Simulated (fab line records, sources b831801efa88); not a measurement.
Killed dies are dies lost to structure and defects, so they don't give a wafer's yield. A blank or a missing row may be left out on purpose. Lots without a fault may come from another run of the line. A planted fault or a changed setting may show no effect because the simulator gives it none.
Chamber matching | flow gf180mcu | GF_M5_ETCH_09 on rie_diel-03: 4 sister chambers
The step etches Si3N4 in CF4/O2, target depth 52 nm, time 11.6 s. 8 wafers are shown with their chamber, then 10 later ones without.

WAFERS WITH THEIR CHAMBER
wafer  | chamber | drypump_motor_current_A (A) | oes_product_au (a.u.)
L074.2 | 3       | 5.8                         | 0.980
L081.1 | 3       | 5.7                         | 0.983
L080.3 | 0       | 6.3                         | 0.979
L080.6 | 0       | 6.3                         | 0.976
L083.3 | 2       | 5.8                         | 0.995
L083.5 | 1       | 6.0                         | 1.001
L084.1 | 1       | 6.0                         | 1.013
L084.2 | 2       | 5.8                         | 1.002

WAFERS WITHOUT THEIR CHAMBER
wafer  | drypump_motor_current_A (A) | oes_product_au (a.u.)
L084.5 | 6.0                         | 1.010
L086.2 | 6.3                         | 0.995
L086.3 | 5.8                         | 0.996
L086.5 | 5.8                         | 0.996
L089.1 | 5.8                         | 1.010
L089.3 | 6.1                         | 1.003
L089.6 | 5.8                         | 0.998
L094.3 | 5.8                         | 1.002
L094.5 | 6.3                         | 0.980
L094.6 | 5.8                         | 0.988

WHICH CHAMBER EACH WENT THROUGH
wafer  | from the rows above     | in truth
L084.5 | 1                       | 1
L086.2 | 0                       | 0
L086.3 | 2                       | 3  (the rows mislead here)
L086.5 | 2                       | 2
L089.1 | 2                       | 2
L089.3 | 1                       | 1
L089.6 | 2                       | 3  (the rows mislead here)
L094.3 | 2                       | 2
L094.5 | 0                       | 0
L094.6 | can't be placed: 3 or 2 | 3
Placed correctly: 7 of 10. Can't be placed from these rows: 1 (the true chamber is among the candidates in 1). Placed wrongly: 2.
How it was worked out, from the rows above alone: a wafer's distance from a chamber is the root of the sum, over the readings, of the square of ((its reading less the chamber's mean) divided by the reading's scatter). The wafer belongs to the nearest chamber; if the next one is less than 2 further off, it can't be placed. A chamber's mean is the mean of its shown wafers. The scatter: the root of (the sum of the squares of (reading less its chamber's mean) over the shown wafers, divided by (wafers less chambers)).
